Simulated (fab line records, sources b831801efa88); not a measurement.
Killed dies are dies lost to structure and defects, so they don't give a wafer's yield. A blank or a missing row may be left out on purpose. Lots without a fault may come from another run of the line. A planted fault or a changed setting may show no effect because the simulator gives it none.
Which tool did it? | flow sky130 | 6 lots, 18 wafers sampled, at 4 steps of a route of 708

WHAT THE GAUGES READ, wafer by wafer
SKY_METAL5_THK_MEAS_06: measures by xrf.
lot  | measured     | on            | METAL5_ALCU_THK (nm)
L738 | day 44 02:32 | film_metro-01 | 1171 1156 1170
L740 | day 44 08:47 | film_metro-02 | 1187 1182 1182
L748 | day 47 00:17 | film_metro-01 | 1156 1159 1167
L754 | day 47 19:23 | film_metro-03 | 1141 1148 1147
L757 | day 48 18:18 | film_metro-02 | 1159 1161 1179
L759 | day 49 01:18 | film_metro-01 | 1162 1170 1160

WHICH TOOL RAN EACH LOT (tool, then ch and the chambers of the sampled wafers, then the start)
lot  | SKY_VIA1_CVD_21               | SKY_METAL4_DESCUM_15              | SKY_VIA4_SPUTTER_17
L738 | cvd_w-02 ch 0,1, day 35 07:59 | rie_metal-01 ch 0,1, day 43 00:14 | pvd_sputter-03, day 44 01:33
L740 | cvd_w-02 ch 0, day 35 16:34   | rie_metal-04 ch 0,1, day 43 06:53 | pvd_sputter-04, day 44 07:46
L748 | cvd_w-01 ch 0,1, day 38 18:18 | rie_metal-02 ch 0,1, day 45 23:47 | pvd_sputter-04, day 46 23:08
L754 | cvd_w-02 ch 0,1, day 39 17:13 | rie_metal-01 ch 0,1, day 46 20:08 | pvd_sputter-04, day 47 18:23
L757 | cvd_w-02 ch 0, day 41 00:52   | rie_metal-04 ch 0, day 47 19:56   | pvd_sputter-04, day 48 17:19
L759 | cvd_w-02 ch 0,1, day 41 09:49 | rie_metal-01 ch 0,1, day 48 03:35 | pvd_sputter-04, day 49 00:19
- SKY_VIA1_CVD_21: deposits W, target thk 270 nm, time 80.902 s.
- SKY_METAL4_DESCUM_15: chemistry O2, time 8 s.
- SKY_VIA4_SPUTTER_17: material TiN, target thk 20 nm, time 80 s.

THE ANSWER, worked out from the rows above alone
Rule: what is usual is taken from the lots themselves. Put in order of their means at a reading, lots are off if they are a third of the lots or fewer, leave a main group of 4 or more, and stand apart from it by a gap of 3 or more times the standard deviation of the main group's means; of several such gaps the widest counts. A main group whose means are all the same, to the digits that the tables above print for the reading, isn't used. A lot without any number at a reading at which 4 lots or more have one is off too. The other lots that the step has rows for count as sound.
No lot is off at any reading shown: from this, nothing can be told.

WHAT THE SIMULATOR HAD PUT IN
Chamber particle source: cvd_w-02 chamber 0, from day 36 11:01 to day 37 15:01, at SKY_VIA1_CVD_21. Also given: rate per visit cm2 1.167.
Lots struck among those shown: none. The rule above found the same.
